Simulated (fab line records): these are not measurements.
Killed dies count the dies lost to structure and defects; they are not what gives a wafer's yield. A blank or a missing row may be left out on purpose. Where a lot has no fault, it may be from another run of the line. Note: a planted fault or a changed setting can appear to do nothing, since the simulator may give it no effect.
fab line records	flow sky130
[record] lots = 24	wafers = 72	last_day = 50
route steps=708 shown VIA1@472 METAL2@500 VIA2@519 METAL3@535 METAL4@600
lots untouched by any fault: they come from a run of this same line in which no faults occurred
start_h: start of the lot's first displayed wafer, in hours after the record's first day	wait_h: hours elapsed since this lot's preceding step	" unchanged from the row above	L1.1+2: several wafers, shown together as one row	- no value, or no start was given	* or withheld: withheld	< > ~ a bound
route shown NAME@n: a module of which the file shows steps, and the number in the route of the first	usual: average and standard deviation across the fault-free wafers	same: alike in all rows	chamber/n: place in a boat	sites: each site's reading	_std_site: how widely they spread, as a standard deviation	_edge_site: outer sites' mean less inner sites'	radius_mm: for every site, how far away it sits from the centre of the wafer	mask NAME#n: copy n	behind: the most recent tool/chamber to have shaped the wafer	hold: why the lot went on hold/how many hours it stayed there/how the hold came to an end	device: the n, p or np transistor that did not switch	end of line: the route-end tests of the same wafers	a step with no rows: only its recipe	killed: dies lost to structure and defects at the first sort, not the wafer's yield	map: per-die view of a wafer (x killed, . not killed, _ where there is no die)
set.NAME: setting as actually run; set.NAME@STEP: the setting as run at that earlier step	model.NAME: the simulator's own value behind a step, which no gauge read
the route's steps for a sample of lots (tables are steps, rows are wafers)
services: a tool's chamber out of use, with start hour (start_h, from the record's first day; less than 0 if before it), hours out, and reason
[[steps]]
[step SKY_VIA1_ETCH_14]
[recipe] chemistry = N2/H2	target = BARC	ion_energy_ev = 200	source_w = 500	bias_w = 100	pressure_mtorr = 30	n2_flow_sccm = 100	h2_flow_sccm = 200	stop_on = SiO2	time_s = 45.9	target_depth_a = 600
[usual] drypump_motor_current_A = 6.0/0.47	oes_product_au = 0.855/0.0045	throttle_valve_pct = 13.227/0.0083
lot.wafer	tool	chamber	start_h	wait_h	drypump_motor_current_A	oes_product_au	rf_hours_counter_h	throttle_valve_pct
L074.2	rie_diel-02	1	786.61	0.0	5.3	0.854	3	13.226
L074.3	"	2	"	"	6.1	0.857	23	13.218
L074.4	"	3	"	"	5.7	0.855	8	13.241
L077.1	rie_diel-02	0	799.98	0.0	6.5	0.846	2	13.208
L077.4	"	1	"	"	5.3	0.850	3	13.239
L077.6	"	3	"	"	5.7	0.853	-	13.221
L075.1	rie_diel-02	1	802.75	0.0	5.3	0.851	3	13.228
L075.5	"	1	"	"	5.2	0.855	-	13.223
L075.6	"	0	"	"	6.5	0.848	-	13.223
L076.2	rie_diel-04	1	806.36	0.0	6.8	0.861	9	13.237
L076.5	"	3	"	"	5.9	0.855	-	13.226
L076.6	"	0	"	"	5.9	0.855	-	13.228
L078.2	rie_diel-01	1	811.36	0.0	5.3	0.849	1	13.236
L078.3	"	3	"	"	5.5	0.857	4	13.233
L078.6	"	1	"	"	5.3	0.856	-	13.217
L079.1	rie_diel-04	0	814.46	0.0	5.9	0.857	3	13.224
L079.2	"	2	"	"	6.0	0.859	12	13.231
L079.3	"	3	"	"	5.9	0.860	13	13.224
L080.1	rie_diel-02	3	831.80	0.0	5.7	0.850	10	13.221
L080.3	"	2	"	"	6.1	0.860	24	13.223
L080.4	"	1	"	"	5.3	0.853	4	13.229
L081.2	rie_diel-02	3	846.38	0.0	5.7	0.854	10	13.223
L081.3	"	1	"	"	5.2	0.856	4	13.233
L081.4	"	0	"	"	6.6	0.858	4	13.210
L082.2	rie_diel-01	2	848.36	0.0	6.2	0.855	2	13.232
L082.4	"	0	"	"	6.6	0.859	10	13.233
L082.6	"	2	"	"	6.2	0.855	-	13.227
L083.3	rie_diel-01	2	855.23	0.0	6.2	0.859	2	13.217
L083.4	"	0	"	"	6.6	0.857	10	13.239
L083.5	"	1	"	"	5.3	0.848	-	13.219
L084.2	rie_diel-01	0	867.18	0.0	6.6	0.853	11	13.235
L084.3	"	3	"	"	5.5	0.851	6	13.216
L084.5	"	0	"	"	6.6	0.857	-	13.225
L085.3	rie_diel-04	3	888.61	0.0	5.9	0.863	16	13.214
L085.5	"	1	"	"	6.8	0.853	-	13.231
L085.6	"	2	"	"	6.1	0.852	-	13.231
L086.1	rie_diel-04	1	892.98	0.0	6.8	0.854	12	13.232
L086.2	"	2	"	"	6.0	0.853	14	13.239
L086.4	"	0	"	"	5.9	0.856	5	13.220
L087.1	rie_diel-04	0	893.65	0.0	5.9	0.853	5	13.229
L087.3	"	2	"	"	6.1	0.857	14	13.243
L087.4	"	3	"	"	5.8	0.854	16	13.213
L088.1	rie_diel-01	1	898.31	0.0	5.3	0.855	3	13.217
L088.3	"	3	"	"	5.5	0.863	7	13.230
L088.5	"	3	"	"	5.5	0.849	-	13.247
L089.2	rie_diel-04	1	903.71	0.0	6.8	0.853	12	13.230
L089.4	"	3	"	"	5.9	0.863	16	13.220
L089.5	"	0	"	"	5.9	0.848	-	13.208
L090.1	rie_diel-01	3	915.46	0.0	5.5	0.848	7	13.227
L090.2	"	2	"	"	6.2	0.848	4	13.227
L090.6	"	1	"	"	5.3	0.847	-	13.225
L091.2	rie_diel-02	2	918.30	0.0	6.1	0.861	27	13.245
L091.3	"	3	"	"	5.7	0.853	13	13.222
L091.6	"	3	"	"	5.7	0.854	-	13.212
L092.1	rie_diel-04	0	921.90	0.0	5.9	0.858	6	13.222
L092.3	"	1	"	"	6.8	0.850	13	13.225
L092.5	"	0	"	"	5.9	0.855	-	13.230
L093.1	rie_diel-04	1	930.00	0.0	6.8	0.859	13	13.220
L093.3	"	3	"	"	5.9	0.854	17	13.235
L093.6	"	1	"	"	6.8	0.859	-	13.228
L094.1	rie_diel-01	0	946.80	0.0	6.6	0.856	13	13.221
L094.5	"	0	"	"	6.6	0.847	-	13.229
L094.6	"	2	"	"	6.2	0.847	-	13.226
L095.3	rie_diel-04	1	947.78	0.0	6.8	0.856	14	13.237
L095.4	"	3	"	"	5.9	0.856	18	13.238
L095.6	"	0	"	"	5.9	0.863	-	13.212
L096.3	rie_diel-01	1	954.31	0.0	5.3	0.842	4	13.234
L096.4	"	2	"	"	6.2	0.854	5	13.222
L096.6	"	0	"	"	6.6	0.846	-	13.220
L097.2	rie_diel-02	1	966.16	0.0	5.2	0.860	8	13.218
L097.3	"	3	"	"	5.7	0.852	14	13.239
L097.5	"	0	"	"	6.5	0.859	-	13.242
[step SKY_VIA1_SPUTTER_20]
[recipe] material = TiN	target_thk_nm = 20	chamber_pressure_pa = 5	power_w = 4000	time_s = 80
[usual] cathode_dc_power_W = 4000.0/0.69	throttle_valve_pct = 29.9/0.68
lot.wafer	tool	chamber	start_h	wait_h	cathode_dc_power_W	throttle_valve_pct
L074.2	pvd_sputter-01	-	787.30	0.0	4000.4	30.2
L074.3	"	-	"	"	3999.7	29.3
L074.4	"	-	"	"	4000.8	29.9
L077.1	pvd_sputter-02	-	800.70	0.0	3999.2	30.2
L077.4	"	-	"	"	3999.7	29.8
L077.6	"	-	"	"	4000.0	30.9
L075.1	pvd_sputter-02	-	803.43	0.0	4001.1	30.2
L075.5	"	-	"	"	3999.4	31.9
L075.6	"	-	"	"	4001.4	29.7
L076.2	pvd_sputter-01	-	807.04	0.0	3999.2	29.9
L076.5	"	-	"	"	4000.8	30.2
L076.6	"	-	"	"	3999.0	29.3
L078.2	pvd_sputter-01	-	812.08	0.0	3999.7	29.6
L078.3	"	-	"	"	3999.9	29.9
L078.6	"	-	"	"	3999.2	29.4
L079.1	pvd_sputter-02	-	815.15	0.0	4000.7	31.2
L079.2	"	-	"	"	4000.3	30.9
L079.3	"	-	"	"	3999.7	30.5
L080.1	pvd_sputter-04	-	832.51	0.0	3999.7	29.4
L080.3	"	-	"	"	4000.7	28.9
L080.4	"	-	"	"	4000.3	29.0
L081.2	pvd_sputter-04	-	847.06	0.0	4000.3	28.9
L081.3	"	-	"	"	4001.1	29.5
L081.4	"	-	"	"	4000.8	30.5
L082.2	pvd_sputter-01	-	849.04	0.0	3999.3	29.3
L082.4	"	-	"	"	3999.8	30.2
L082.6	"	-	"	"	3999.1	29.7
L083.3	pvd_sputter-01	-	856.39	0.0	4001.8	29.4
L083.4	"	-	"	"	3999.7	30.1
L083.5	"	-	"	"	4000.1	29.9
L084.2	pvd_sputter-01	-	867.90	0.0	3999.7	29.4
L084.3	"	-	"	"	3999.5	29.7
L084.5	"	-	"	"	4000.3	29.9
L085.3	pvd_sputter-01	-	889.29	0.0	4000.1	29.8
L085.5	"	-	"	"	3999.3	30.2
L085.6	"	-	"	"	4000.2	29.4
L086.1	pvd_sputter-01	-	893.66	0.0	3999.7	29.4
L086.2	"	-	"	"	3999.9	29.3
L086.4	"	-	"	"	4000.3	30.2
L087.1	pvd_sputter-04	-	894.33	0.0	4001.2	30.3
L087.3	"	-	"	"	3999.9	29.0
L087.4	"	-	"	"	3999.5	29.0
L088.1	pvd_sputter-04	-	899.02	0.0	4000.9	28.9
L088.3	"	-	"	"	4000.1	29.3
L088.5	"	-	"	"	4001.0	29.6
L089.2	pvd_sputter-01	-	904.39	0.0	3998.9	29.8
L089.4	"	-	"	"	3998.6	29.3
L089.5	"	-	"	"	4001.0	29.3
L090.1	pvd_sputter-01	-	916.14	0.0	3999.7	29.9
L090.2	"	-	"	"	4000.5	30.3
L090.6	"	-	"	"	3999.8	29.3
L091.2	pvd_sputter-01	-	918.98	0.0	3999.2	29.7
L091.3	"	-	"	"	4000.1	29.1
L091.6	"	-	"	"	3999.9	29.5
L092.1	pvd_sputter-01	-	922.58	0.0	3999.0	29.5
L092.3	"	-	"	"	4001.1	30.0
L092.5	"	-	"	"	3999.0	29.3
L093.1	pvd_sputter-02	-	930.71	0.0	4000.9	30.3
L093.3	"	-	"	"	3999.8	29.5
L093.6	"	-	"	"	3999.8	30.8
L094.1	pvd_sputter-01	-	947.52	0.0	4000.6	29.2
L094.5	"	-	"	"	3999.3	29.6
L094.6	"	-	"	"	4000.2	29.3
L095.3	pvd_sputter-02	-	948.46	0.0	4000.6	30.1
L095.4	"	-	"	"	4000.5	30.5
L095.6	"	-	"	"	4000.0	29.7
L096.3	pvd_sputter-01	-	954.99	0.0	3999.5	29.8
L096.4	"	-	"	"	3999.9	29.7
L096.6	"	-	"	"	4000.0	29.5
L097.2	pvd_sputter-02	-	966.84	0.0	4000.1	31.4
L097.3	"	-	"	"	4000.9	30.3
L097.5	"	-	"	"	3999.5	30.0
[step SKY_METAL2_DESCUM_17]
[recipe] chemistry = O2	source_power_w = 150	bias_power_w = 0	pressure_mtorr = 10	temp_c = 40	time_s = 8
[usual] drypump_motor_current_A = 5.5/0.43	oes_product_au = 0.998/0.011
lot.wafer	tool	chamber	start_h	wait_h	drypump_motor_current_A	oes_product_au	rf_hours_counter_h
L074.2	rie_metal-04	1	815.75	0.0	5.1	0.995	10
L074.3	"	0	"	"	5.1	1.001	-
L074.4	"	1	"	"	5.1	1.000	-
L077.1	rie_metal-01	1	828.76	0.0	5.5	0.985	14
L077.4	"	1	"	"	5.5	0.980	-
L077.6	"	1	"	"	5.4	0.982	-
L075.1	rie_metal-01	1	831.10	0.0	5.4	0.995	15
L075.5	"	1	"	"	5.5	0.999	-
L075.6	"	1	"	"	5.4	0.993	-
L076.2	rie_metal-04	0	834.68	0.0	5.1	0.985	15
L076.5	"	1	"	"	5.0	1.002	-
L076.6	"	0	"	"	5.1	0.998	-
L078.2	rie_metal-01	1	839.89	0.0	5.5	0.997	-
L078.3	"	1	"	"	5.5	0.988	-
L078.6	"	1	"	"	5.5	0.987	-
L079.1	rie_metal-03	1	843.06	0.0	6.3	0.985	6
L079.2	"	0	"	"	5.7	1.024	4
L079.3	"	0	"	"	5.7	1.019	-
L080.1	rie_metal-03	1	860.98	0.0	6.3	0.995	7
L080.3	"	0	"	"	5.7	1.022	-
L080.4	"	1	"	"	6.3	0.992	-
L081.2	rie_metal-04	0	874.93	0.0	5.1	0.997	17
L081.3	"	0	"	"	5.1	1.002	-
L081.4	"	1	"	"	5.0	0.999	-
L082.2	rie_metal-03	1	877.10	0.0	6.3	0.989	8
L082.4	"	0	"	"	5.7	1.013	-
L082.6	"	1	"	"	6.3	0.989	-
L083.3	rie_metal-04	0	884.47	0.0	5.1	1.002	-
L083.4	"	1	"	"	5.0	0.996	-
L083.5	"	1	"	"	5.0	1.007	-
L084.2	rie_metal-01	1	896.40	0.0	5.4	0.995	18
L084.3	"	0	"	"	5.9	0.991	-
L084.5	"	1	"	"	5.5	0.994	-
L085.3	rie_metal-03	1	916.56	0.0	6.3	1.001	-
L085.5	"	0	"	"	5.7	1.024	-
L085.6	"	1	"	"	6.3	0.988	-
L086.1	rie_metal-01	0	921.25	0.0	5.9	0.989	3
L086.2	"	1	"	"	5.4	0.993	19
L086.4	"	1	"	"	5.5	0.985	-
L087.1	rie_metal-03	1	921.66	0.0	6.3	0.980	10
L087.3	"	1	"	"	6.3	0.990	-
L087.4	"	0	"	"	5.7	1.020	-
L088.1	rie_metal-01	0	926.20	0.0	5.9	0.984	4
L088.3	"	0	"	"	6.0	0.998	-
L088.5	"	0	"	"	6.0	0.997	-
L089.2	rie_metal-04	1	931.41	0.0	5.0	1.001	16
L089.4	"	0	"	"	5.1	0.987	-
L089.5	"	0	"	"	5.1	1.007	-
L090.1	rie_metal-04	0	941.93	0.0	5.1	0.992	1
L090.2	"	1	"	"	5.1	1.010	16
L090.6	"	1	"	"	5.1	1.006	-
L091.2	rie_metal-04	1	945.35	0.0	5.1	1.000	16
L091.3	"	1	"	"	5.0	1.002	-
L091.6	"	0	"	"	5.1	0.996	-
L092.1	rie_metal-03	1	949.00	0.0	6.3	0.995	11
L092.3	"	0	"	"	5.7	1.021	-
L092.5	"	1	"	"	6.3	0.987	-
L093.1	rie_metal-04	0	955.88	0.0	5.1	0.997	2
L093.3	"	0	"	"	5.1	0.987	-
L093.6	"	0	"	"	5.1	0.994	-
L094.1	rie_metal-03	0	972.21	0.0	5.7	1.010	11
L094.5	"	1	"	"	6.3	0.988	-
L094.6	"	0	"	"	5.7	1.014	-
L095.3	rie_metal-01	0	973.07	0.0	5.9	0.988	-
L095.4	"	0	"	"	6.0	0.989	-
L095.6	"	0	"	"	5.9	0.978	-
L096.3	rie_metal-04	0	979.74	0.0	5.1	0.987	-
L096.4	"	1	"	"	5.1	1.001	-
L096.6	"	1	"	"	5.1	0.993	-
L097.2	rie_metal-01	1	991.40	0.0	5.5	1.010	1
L097.3	"	1	"	"	5.5	1.002	-
L097.5	"	1	"	"	5.5	1.003	-
[step SKY_VIA2_CD_MEAS_12]
[recipe] target_cd_nm = 200
[usual] cd_nm = 200.1/1.4
lot.wafer	tool	chamber	start_h	wait_h	cd_nm
L074.2	cd_sem-02	-	843.92	-	201.3
L074.3	"	-	"	"	201.9
L074.4	"	-	"	"	201.9
L077.1	cd_sem-01	-	857.45	-	199.5
L077.4	"	-	"	"	198.4
L077.6	"	-	"	"	199.5
L075.1	cd_sem-01	-	859.11	-	201.2
L075.5	"	-	"	"	199.4
L075.6	"	-	"	"	200.3
L076.2	cd_sem-02	-	863.13	-	201.2
L076.5	"	-	"	"	202.4
L076.6	"	-	"	"	201.4
L078.2	cd_sem-01	-	868.06	-	199.4
L078.3	"	-	"	"	198.3
L078.6	"	-	"	"	198.8
L079.1	cd_sem-02	-	870.96	-	199.2
L079.2	"	-	"	"	199.6
L079.3	"	-	"	"	200.4
L080.1	cd_sem-01	-	889.00	-	200.9
L080.3	"	-	"	"	200.8
L080.4	"	-	"	"	200.9
L081.2	cd_sem-01	-	902.87	-	201.4
L081.3	"	-	"	"	201.3
L081.4	"	-	"	"	201.0
L082.2	cd_sem-02	-	905.37	-	199.1
L082.4	"	-	"	"	199.5
L082.6	"	-	"	"	198.8
L083.3	cd_sem-02	-	912.08	-	199.6
L083.4	"	-	"	"	199.0
L083.5	"	-	"	"	198.2
L084.2	cd_sem-02	-	924.42	-	200.3
L084.3	"	-	"	"	199.2
L084.5	"	-	"	"	198.3
L085.3	cd_sem-02	-	943.78	-	198.4
L085.5	"	-	"	"	199.6
L085.6	"	-	"	"	199.4
L086.1	cd_sem-01	-	947.81	-	195.7
L086.2	"	-	"	"	197.9
L086.4	"	-	"	"	198.5
L087.1	cd_sem-01	-	948.60	-	201.6
L087.3	"	-	"	"	201.7
L087.4	"	-	"	"	201.2
L088.1	cd_sem-01	-	952.66	-	199.8
L088.3	"	-	"	"	199.3
L088.5	"	-	"	"	197.4
L089.2	cd_sem-02	-	956.66	-	198.7
L089.4	"	-	"	"	200.3
L089.5	"	-	"	"	200.7
L090.1	cd_sem-02	-	966.64	-	199.0
L090.2	"	-	"	"	198.4
L090.6	"	-	"	"	200.0
L091.2	cd_sem-02	-	969.87	-	199.1
L091.3	"	-	"	"	198.5
L091.6	"	-	"	"	199.1
L092.1	cd_sem-02	-	974.15	-	201.7
L092.3	"	-	"	"	200.5
L092.5	"	-	"	"	201.7
L093.1	cd_sem-02	-	981.11	-	201.8
L093.3	"	-	"	"	201.9
L093.6	"	-	"	"	202.8
L094.1	cd_sem-01	-	997.10	-	200.1
L094.5	"	-	"	"	200.4
L094.6	"	-	"	"	199.0
L095.3	cd_sem-01	-	998.33	-	199.8
L095.4	"	-	"	"	200.3
L095.6	"	-	"	"	200.7
L096.3	cd_sem-01	-	1004.60	-	201.8
L096.4	"	-	"	"	200.7
L096.6	"	-	"	"	200.2
L097.2	cd_sem-01	-	1015.93	-	201.9
L097.3	"	-	"	"	202.5
L097.5	"	-	"	"	203.2
[step SKY_METAL3_SPUTTER_03]
[recipe] material = Ti	target_thk_nm = 5	power_w = 3000	time_s = 3.3	chamber_pressure_pa = 0.4
[usual] cathode_dc_power_W = 3000.1/0.56	throttle_valve_pct = 29.3/0.56
lot.wafer	tool	chamber	start_h	wait_h	cathode_dc_power_W	throttle_valve_pct
L074.2	pvd_sputter-03	-	845.55	0.0	2999.6	28.6
L074.3	"	-	"	"	3000.7	28.7
L074.4	"	-	"	"	2999.6	29.1
L077.1	pvd_sputter-03	-	859.06	0.0	3000.1	28.8
L077.4	"	-	"	"	2999.5	28.7
L077.6	"	-	"	"	3001.1	29.1
L075.1	pvd_sputter-01	-	860.75	0.0	3000.5	29.3
L075.5	"	-	"	"	3000.9	29.6
L075.6	"	-	"	"	2999.4	29.4
L076.2	pvd_sputter-04	-	864.75	0.0	2998.4	29.1
L076.5	"	-	"	"	3000.9	28.8
L076.6	"	-	"	"	3000.5	29.3
L078.2	pvd_sputter-03	-	869.70	0.0	2999.1	28.6
L078.3	"	-	"	"	2999.0	28.7
L078.6	"	-	"	"	3001.0	28.8
L079.1	pvd_sputter-03	-	872.67	0.0	3000.3	28.8
L079.2	"	-	"	"	3000.2	28.6
L079.3	"	-	"	"	3000.5	29.1
L080.1	pvd_sputter-03	-	890.61	0.0	3000.8	29.0
L080.3	"	-	"	"	2999.6	28.9
L080.4	"	-	"	"	3000.2	28.9
L081.2	pvd_sputter-04	-	904.46	0.0	2999.8	29.0
L081.3	"	-	"	"	2999.9	29.1
L081.4	"	-	"	"	2999.7	30.5
L082.2	pvd_sputter-04	-	906.96	0.0	2999.8	29.2
L082.4	"	-	"	"	3000.2	29.1
L082.6	"	-	"	"	3000.1	30.5
L083.3	pvd_sputter-01	-	913.92	0.0	3000.5	29.8
L083.4	"	-	"	"	2999.8	29.3
L083.5	"	-	"	"	2999.9	29.4
L084.2	pvd_sputter-03	-	926.04	0.0	2999.8	28.7
L084.3	"	-	"	"	3000.2	28.7
L084.5	"	-	"	"	3000.2	28.7
L085.3	pvd_sputter-01	-	945.39	0.0	2999.2	29.6
L085.5	"	-	"	"	2999.7	30.1
L085.6	"	-	"	"	2998.9	29.7
L086.1	pvd_sputter-01	-	949.45	0.0	2999.7	29.4
L086.2	"	-	"	"	3000.6	29.9
L086.4	"	-	"	"	3000.9	29.9
L087.1	pvd_sputter-03	-	950.31	0.0	2999.8	28.9
L087.3	"	-	"	"	3000.2	28.5
L087.4	"	-	"	"	3000.8	28.6
L088.1	pvd_sputter-03	-	954.27	0.0	2999.2	28.3
L088.3	"	-	"	"	3000.3	28.9
L088.5	"	-	"	"	3000.4	28.5
L089.2	pvd_sputter-03	-	958.26	0.0	3000.9	28.6
L089.4	"	-	"	"	2999.6	28.9
L089.5	"	-	"	"	3000.4	28.6
L090.1	pvd_sputter-01	-	968.25	0.0	3000.3	29.3
L090.2	"	-	"	"	2999.9	29.5
L090.6	"	-	"	"	3000.5	29.3
L091.2	pvd_sputter-01	-	971.46	0.0	3000.4	29.2
L091.3	"	-	"	"	3000.6	29.3
L091.6	"	-	"	"	2999.4	29.5
L092.1	pvd_sputter-01	-	975.76	0.0	2999.7	29.0
L092.3	"	-	"	"	2999.4	30.2
L092.5	"	-	"	"	2999.7	29.5
L093.1	pvd_sputter-01	-	982.72	0.0	3000.4	29.5
L093.3	"	-	"	"	2999.8	29.2
L093.6	"	-	"	"	3000.0	30.1
L094.1	pvd_sputter-01	-	998.76	0.0	2999.7	29.4
L094.5	"	-	"	"	3000.2	30.0
L094.6	"	-	"	"	3000.4	30.5
L095.3	pvd_sputter-04	-	999.94	0.0	2999.0	29.1
L095.4	"	-	"	"	3000.3	28.8
L095.6	"	-	"	"	3001.8	29.3
L096.3	pvd_sputter-01	-	1006.19	0.0	2999.6	29.4
L096.4	"	-	"	"	3000.3	29.3
L096.6	"	-	"	"	3000.3	30.0
L097.2	pvd_sputter-04	-	1017.53	0.0	3000.0	29.1
L097.3	"	-	"	"	2999.5	30.2
L097.5	"	-	"	"	2999.6	29.2
[step SKY_METAL4_SPUTTER_02]
[recipe] material = AlCu	target_thk_nm = 735	power_w = 10600	time_s = 39.1	chamber_pressure_pa = 0.4
[usual] cathode_dc_power_W = 10600/1.9	throttle_valve_pct = 29.7/0.84
lot.wafer	tool	chamber	start_h	wait_h	cathode_dc_power_W	throttle_valve_pct
L074.2	pvd_sputter-01	-	929.91	0.0	10602	29.5
L074.3	"	-	"	"	10598	29.9
L074.4	"	-	"	"	10600	30.1
L077.1	pvd_sputter-02	-	941.84	0.0	10602	30.1
L077.4	"	-	"	"	10599	30.6
L077.6	"	-	"	"	10599	29.7
L075.1	pvd_sputter-03	-	942.81	0.0	10599	28.8
L075.5	"	-	"	"	10605	28.9
L075.6	"	-	"	"	10601	28.5
L076.2	pvd_sputter-03	-	948.15	0.0	10600	28.6
L076.5	"	-	"	"	10598	28.5
L076.6	"	-	"	"	10599	29.0
L078.2	pvd_sputter-03	-	952.48	0.0	10600	28.8
L078.3	"	-	"	"	10598	28.9
L078.6	"	-	"	"	10601	28.9
L079.1	pvd_sputter-01	-	960.91	0.0	10602	29.5
L079.2	"	-	"	"	10599	30.5
L079.3	"	-	"	"	10599	29.2
L080.1	pvd_sputter-01	-	969.36	0.0	10598	29.3
L080.3	"	-	"	"	10597	30.1
L080.4	"	-	"	"	10602	29.5
L081.2	pvd_sputter-03	-	982.09	0.0	10600	28.9
L081.3	"	-	"	"	10600	28.9
L081.4	"	-	"	"	10603	29.0
L082.2	pvd_sputter-03	-	985.28	0.0	10599	28.8
L082.4	"	-	"	"	10598	29.0
L082.6	"	-	"	"	10599	28.6
L083.3	pvd_sputter-01	-	991.31	0.0	10600	29.4
L083.4	"	-	"	"	10599	30.2
L083.5	"	-	"	"	10597	29.7
L084.2	pvd_sputter-02	-	1003.05	0.0	10600	30.1
L084.3	"	-	"	"	10599	30.6
L084.5	"	-	"	"	10604	31.4
L085.3	pvd_sputter-01	-	1018.45	0.0	10600	30.1
L085.5	"	-	"	"	10601	29.3
L085.6	"	-	"	"	10599	30.0
L086.1	pvd_sputter-01	-	1023.26	0.0	10602	29.4
L086.2	"	-	"	"	10598	29.2
L086.4	"	-	"	"	10597	29.8
L087.1	pvd_sputter-02	-	1023.98	0.0	10599	30.4
L087.3	"	-	"	"	10599	30.1
L087.4	"	-	"	"	10602	31.2
L088.1	pvd_sputter-03	-	1028.88	0.0	10595	29.1
L088.3	"	-	"	"	10601	28.3
L088.5	"	-	"	"	10599	28.4
L089.2	pvd_sputter-01	-	1032.39	0.0	10598	29.8
L089.4	"	-	"	"	10597	29.3
L089.5	"	-	"	"	10600	29.9
L090.1	pvd_sputter-01	-	1040.36	0.0	10598	29.5
L090.2	"	-	"	"	10599	30.0
L090.6	"	-	"	"	10601	30.3
L091.2	pvd_sputter-01	-	1043.66	0.0	10599	30.2
L091.3	"	-	"	"	10603	29.8
L091.6	"	-	"	"	10600	29.6
L092.1	pvd_sputter-02	-	1048.62	0.0	10603	29.8
L092.3	"	-	"	"	10598	31.2
L092.5	"	-	"	"	10600	30.5
L093.1	pvd_sputter-02	-	1054.06	0.0	10601	30.1
L093.3	"	-	"	"	10598	30.7
L093.6	"	-	"	"	10601	30.2
L094.1	pvd_sputter-02	-	1069.26	0.0	10600	30.5
L094.5	"	-	"	"	10603	31.3
L094.6	"	-	"	"	10601	29.7
L095.3	pvd_sputter-03	-	1070.51	0.0	10600	28.6
L095.4	"	-	"	"	10599	28.7
L095.6	"	-	"	"	10602	28.9
L096.3	pvd_sputter-01	-	1076.22	0.0	10596	29.8
L096.4	"	-	"	"	10603	30.1
L096.6	"	-	"	"	10598	30.1
L097.2	pvd_sputter-02	-	1086.22	0.0	10598	29.9
L097.3	"	-	"	"	10602	30.4
L097.5	"	-	"	"	10598	30.8
[[services]]
tool	chamber	start_h	hours	kind
pvd_sputter-03	-	763.95	10.5	repair
rie_diel-01	-	773.31	0.3	repair
pvd_sputter-02	-	777.75	1.7	repair
pvd_sputter-03	-	806.33	1.3	repair
rie_diel-01	-	809.90	1.2	repair
rie_metal-01	1	819.97	3.6	repair
rie_metal-04	-	831.53	1.9	repair
rie_diel-04	0	847.07	4.2	repair
rie_diel-04	2	848.56	9.2	repair
rie_metal-04	1	850.05	2.0	repair
pvd_sputter-02	-	860.05	1.9	repair
rie_metal-04	-	866.57	0.4	repair
rie_diel-01	-	874.43	2.0	repair
rie_diel-01	-	876.44	0.3	repair
pvd_sputter-01	-	916.38	1.0	repair
rie_diel-01	1	927.77	21.2	repair
rie_diel-01	3	943.23	8.3	repair
rie_diel-04	3	960.03	6.1	repair
rie_diel-04	1	971.60	7.2	repair
rie_diel-04	2	1042.07	2.6	repair
pvd_sputter-01	-	1069.15	3.0	repair
pvd_sputter-04	-	1070.49	1.3	repair
pvd_sputter-03	-	1072.75	3.6	repair
pvd_sputter-02	-	1075.46	5.2	repair
[[key]]
fault none
